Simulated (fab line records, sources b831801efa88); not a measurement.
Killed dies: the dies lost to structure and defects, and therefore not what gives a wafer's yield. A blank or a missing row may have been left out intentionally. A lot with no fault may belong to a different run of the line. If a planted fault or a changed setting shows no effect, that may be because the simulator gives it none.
Code-filled problem report in 8D (eight disciplines) form	flow sky130	the parts of the form that need people (team, actions taken, sign-off) are left out

== 1. WHAT IS WRONG ==
Wafers without a fault read 40.01 Torr, standard deviation 0.084; chamber-pressure-Torr at SKY_VIA2_CVD_21 reads a mean of 41.44 Torr on 6 wafers belonging to 2 lots. That is +17 standard deviations from the usual mean.
The step: deposits W, target thk 420 nm, time 126.4 s.
Seen first at day 38 04:53 on cvd-w-01, wafer L863.1. The record has a number at this step for 36 wafers belonging to 12 lots. The rule behind "out" and "out of limits": a value lying over 4 standard deviations away from the usual mean. All remaining wafers that have a number are taken as sound.

== 2. WHAT IT IS; WHAT IT IS NOT ==
question	is	is not
which readings at this step	chamber-pressure-Torr	heater-power-w
which lots	L863, L865	L859, L861, L862, L864, L874, L875, L877, L878, L879, L880
which wafers of those lots	all that have a number	-
read on which tools	cvd-w-01	cvd-w-02
when	from day 38 04:53	up to then (12 sound wafers); but 18 sound wafers of L874, L875, L877, L878, L879, L880 came after

== 3. THE SUSPECTS, EACH WITH WHAT RULES IT OUT ==
Counting: a tool at a process step up to the reading stays a suspect if it ran every lot that is out and no sound lot after the first of them.
- pvd-sputter-02 at SKY_LI_CONTACT_SPUTTER_20 (material TiN, target thk 20 nm, time 80 s): ruled out as a lasting fault. Following L863 (day 31 03:04), the first lot on it that is out, the sound lots L878, L880 were run on it.
- cvd-w-01 at SKY_VIA2_CVD_21 (deposits W, target thk 420 nm, time 126.4 s): ruled out as a lasting fault. Following L863 (day 38 04:53), the first lot on it that is out, the sound lots L874, L877, L879, L880 were run on it.
Left after counting: nothing in the record.

== 4. THE CAUSE (what the simulator had put in) ==
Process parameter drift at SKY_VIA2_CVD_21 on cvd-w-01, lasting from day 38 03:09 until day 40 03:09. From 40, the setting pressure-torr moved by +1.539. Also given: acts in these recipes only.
Counting ruled it out, wrongly.

== 5. SEQUENCE OF EFFECTS, ordered by route ==
Each row: a reading whose mean over the struck wafers that have a number lies more than 3 standard deviations from the usual. Only readings for which the record gives a usual standard deviation are gone through. hours: the time from each lot's start at the first step in this table that gives one to its start at this step, as a median over the lots. sigmas: the change in usual standard deviations.
hours	step	reading	usual	on struck wafers	change	sigmas
0	SKY_VIA2_CVD_21	chamber-pressure-Torr	40.01 Torr	41.44	+1.43	+17
It contains these process steps:
- SKY_VIA2_CVD_21: deposits W, target thk 420 nm, time 126.4 s.

== 6. HOW IT WOULD HAVE BEEN CAUGHT EARLIER ==
In this record the first reading out of limits was taken at day 38 04:53, 2 hours after the fault began at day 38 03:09.
